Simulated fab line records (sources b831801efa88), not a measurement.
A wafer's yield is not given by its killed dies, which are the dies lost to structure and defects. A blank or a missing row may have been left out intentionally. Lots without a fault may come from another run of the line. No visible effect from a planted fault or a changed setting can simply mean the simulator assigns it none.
Which tool did it? | flow sky130 | 15 lots, 45 wafers sampled, at 3 steps of a route of 708

== WHAT THE GAUGES READ, wafer by wafer ==
SKY_VIA3_BOW_MEAS_03. Usual: VIA3_BOW 77 um, standard deviation 8.3.
lot  | measured     | on           | VIA3_BOW (um) | flag
L666 | day 38 09:02 | filmMetro-02 | 74 84 73      | 
L668 | day 39 05:07 | filmMetro-02 | 76 60 76      | 
L667 | day 39 11:34 | filmMetro-02 | 84 78 95      | 
L669 | day 39 14:30 | filmMetro-02 | 67 86 83      | 
L671 | day 40 05:22 | filmMetro-03 | 80 79 73      | 
L672 | day 40 15:58 | filmMetro-01 | 72 81 78      | 
L674 | day 41 03:05 | filmMetro-01 | 82 74 79      | 
L678 | day 42 15:44 | filmMetro-01 | 84 81 78      | 
L680 | day 42 23:38 | filmMetro-02 | 67 56 60      | 
L681 | day 43 01:45 | filmMetro-02 | 77 65 71      | 
L685 | day 44 10:59 | filmMetro-01 | 69 80 71      | 
L687 | day 44 13:49 | filmMetro-02 | 75 72 70      | 
L686 | day 44 20:40 | filmMetro-01 | 78 89 67      | 
L688 | day 45 02:58 | filmMetro-03 | 74 73 86      | 
L689 | day 45 05:33 | filmMetro-01 | 69 66 65      | 

SKY_VIA3_RS_MEAS_22: the measuring method here is four-point-probe. Usual: VIA3_W_RS 0.2930 ohm/sq, standard deviation 0.0029.
lot  | measured     | on           | VIA3_W_RS (ohm/sq)   | flag
L666 | day 39 11:17 | filmMetro-03 | 0.2912 0.2916 0.2934 | 
L668 | day 40 06:40 | filmMetro-01 | 0.2944 0.2936 0.2950 | 
L667 | day 40 14:04 | filmMetro-03 | 0.2941 0.2935 0.2972 | 
L669 | day 40 16:26 | filmMetro-01 | 0.2966 0.2984 0.2974 | 
L671 | day 41 06:13 | filmMetro-03 | 0.2981 0.2960 0.2924 | 
L672 | day 41 16:37 | filmMetro-03 | 0.2923 0.2886 0.2893 | 
L674 | day 42 04:00 | filmMetro-01 | 0.2938 0.2917 0.2939 | 
L678 | day 43 16:32 | filmMetro-01 | 0.2888 0.2912 0.2937 | 
L680 | day 43 23:25 | filmMetro-02 | 0.2915 0.2933 0.2927 | 
L681 | day 44 01:59 | filmMetro-02 | 0.2952 0.2955 0.3003 | 
L685 | day 45 10:13 | filmMetro-01 | 0.2921 0.2945 0.2924 | 
L687 | day 45 12:01 | filmMetro-03 | 0.2885 0.2868 0.2870 | 
L686 | day 45 19:30 | filmMetro-03 | 0.2908 0.2903 0.2958 | 
L688 | day 46 01:25 | filmMetro-01 | 0.2967 0.2985 0.2951 | 
L689 | day 46 03:20 | filmMetro-01 | 0.2956 0.2923 0.2940 | 

== WHAT TOOL EACH LOT RAN ON (gives the tool, then ch and the chambers of the sampled wafers, and finally the start) ==
lot  | SKY_VIA3_CVD_21
L666 | cvdW-02 ch 0,1, day 39 11:08
L668 | cvdW-02 ch 0,1, day 40 06:32
L667 | cvdW-01 ch 0,1, day 40 13:56
L669 | cvdW-02 ch 0,1, day 40 16:18
L671 | cvdW-02 ch 0,1, day 41 06:05
L672 | cvdW-02 ch 0,1, day 41 16:29
L674 | cvdW-01 ch 1, day 42 03:46
L678 | cvdW-01 ch 1, day 43 16:20
L680 | cvdW-02 ch 1, day 43 23:17
L681 | cvdW-01 ch 0,1, day 44 01:52
L685 | cvdW-01 ch 0,1, day 45 10:05
L687 | cvdW-02 ch 0,1, day 45 11:53
L686 | cvdW-02 ch 0, day 45 19:23
L688 | cvdW-01 ch 0,1, day 46 01:16
L689 | cvdW-01 ch 0,1, day 46 03:12
- SKY_VIA3_CVD_21: deposits W, target thk 390 nm, time 117.31 s.

== AS READ BY THE TOOLS THEMSELVES (means over the sampled wafers that have a number; for cases with no such wafer, the mark the record gives instead) ==
SKY_VIA3_CVD_21. Usual: heaterPowerW reads 821 W (standard deviation 86).
lot  | tool    | heaterPowerW (W) | flag
L666 | cvdW-02 | 825              | 
L668 | cvdW-02 | 752              | 
L667 | cvdW-01 | 889              | 
L669 | cvdW-02 | 810              | 
L671 | cvdW-02 | 811              | 
L672 | cvdW-02 | 796              | 
L674 | cvdW-01 | 910              | 
L678 | cvdW-01 | 915              | 
L680 | cvdW-02 | 864              | 
L681 | cvdW-01 | 867              | 
L685 | cvdW-01 | 859              | 
L687 | cvdW-02 | 814              | 
L686 | cvdW-02 | 699              | 
L688 | cvdW-01 | 900              | 
L689 | cvdW-01 | 894              | 

== THE ANSWER, worked out from the rows above alone ==
Rule: a lot is off if the mean of its wafers that have a number lies more than 3 standard deviations from the usual mean. A lot without any number at a reading at which 4 lots or more have one is off too. All remaining lots with rows at the step are treated as sound. After the gauges, taken in route order, come the tools' own readings; for these a lot's mean is taken, as printed above. The first step at which some lot is off is used, and at that step the reading that is off furthest; a lot without a number counts as furthest.
Nothing can be told from this: no lot is off at any reading shown.

== WHAT WAS PUT IN BY THE SIMULATOR ==
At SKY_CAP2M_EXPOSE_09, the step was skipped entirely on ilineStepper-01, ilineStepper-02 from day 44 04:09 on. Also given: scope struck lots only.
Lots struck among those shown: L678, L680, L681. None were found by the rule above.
